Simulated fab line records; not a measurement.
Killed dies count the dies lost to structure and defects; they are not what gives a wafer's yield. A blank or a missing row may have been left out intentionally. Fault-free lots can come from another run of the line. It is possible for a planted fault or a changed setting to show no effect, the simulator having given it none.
Matching of chambers / flow sky130 / 4 sister chambers for SKY_CONTACT_ETCH_17 on rieDiel-03
The step etches SiO2 in C4F8/O2/Ar, stops on Si3N4, target depth 340 nm. 8 wafers are shown with their chamber, then 7 later ones without.

## WAFERS WITH THEIR CHAMBER
wafer=L484.6; chamber=2; oesProductAu (a.u.)=0.899
wafer=L489.4; chamber=2; oesProductAu (a.u.)=0.893
wafer=L489.5; chamber=3; oesProductAu (a.u.)=0.889
wafer=L491.4; chamber=0; oesProductAu (a.u.)=0.897
wafer=L491.5; chamber=1; oesProductAu (a.u.)=0.892
wafer=L491.6; chamber=0; oesProductAu (a.u.)=0.882
wafer=L492.1; chamber=3; oesProductAu (a.u.)=0.896
wafer=L492.5; chamber=1; oesProductAu (a.u.)=0.887

## WAFERS MISSING THEIR CHAMBER
wafer=L492.6; oesProductAu (a.u.)=0.889
wafer=L496.2; oesProductAu (a.u.)=0.892
wafer=L496.3; oesProductAu (a.u.)=0.894
wafer=L496.4; oesProductAu (a.u.)=0.882
wafer=L500.1; oesProductAu (a.u.)=0.887
wafer=L500.3; oesProductAu (a.u.)=0.899
wafer=L500.5; oesProductAu (a.u.)=0.891

## WHICH CHAMBER EACH ONE RAN IN
wafer=L492.6; from the rows above=can't be placed: 0 or 1 or 3 or 2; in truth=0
wafer=L496.2; from the rows above=can't be placed: 3 or 0 or 1 or 2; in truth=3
wafer=L496.3; from the rows above=can't be placed: 3 or 2 or 0 or 1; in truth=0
wafer=L496.4; from the rows above=can't be placed: 0 or 1 or 3 or 2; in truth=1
wafer=L500.1; from the rows above=can't be placed: 0 or 1 or 3 or 2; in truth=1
wafer=L500.3; from the rows above=can't be placed: 2 or 3 or 0 or 1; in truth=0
wafer=L500.5; from the rows above=can't be placed: 0 or 1 or 3 or 2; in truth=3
Correct placement for 0 of the 7. Cannot be placed on the basis of these rows: 7; the candidates contain the true chamber in 7. Placed wrongly: 0.
How it was worked out, from the rows above alone: a wafer's distance from a chamber is the root of the sum, over the readings, of the square of ((its reading less the chamber's mean) divided by the reading's scatter). If the next closest chamber is less than 2 further off than the closest, the wafer can't be placed; otherwise it belongs to the closest. A chamber's mean is the mean of its shown wafers. How the scatter is found: for the shown wafers, subtract from each reading the mean of its chamber, square and add these, divide the total by (wafers less chambers), then take the root.
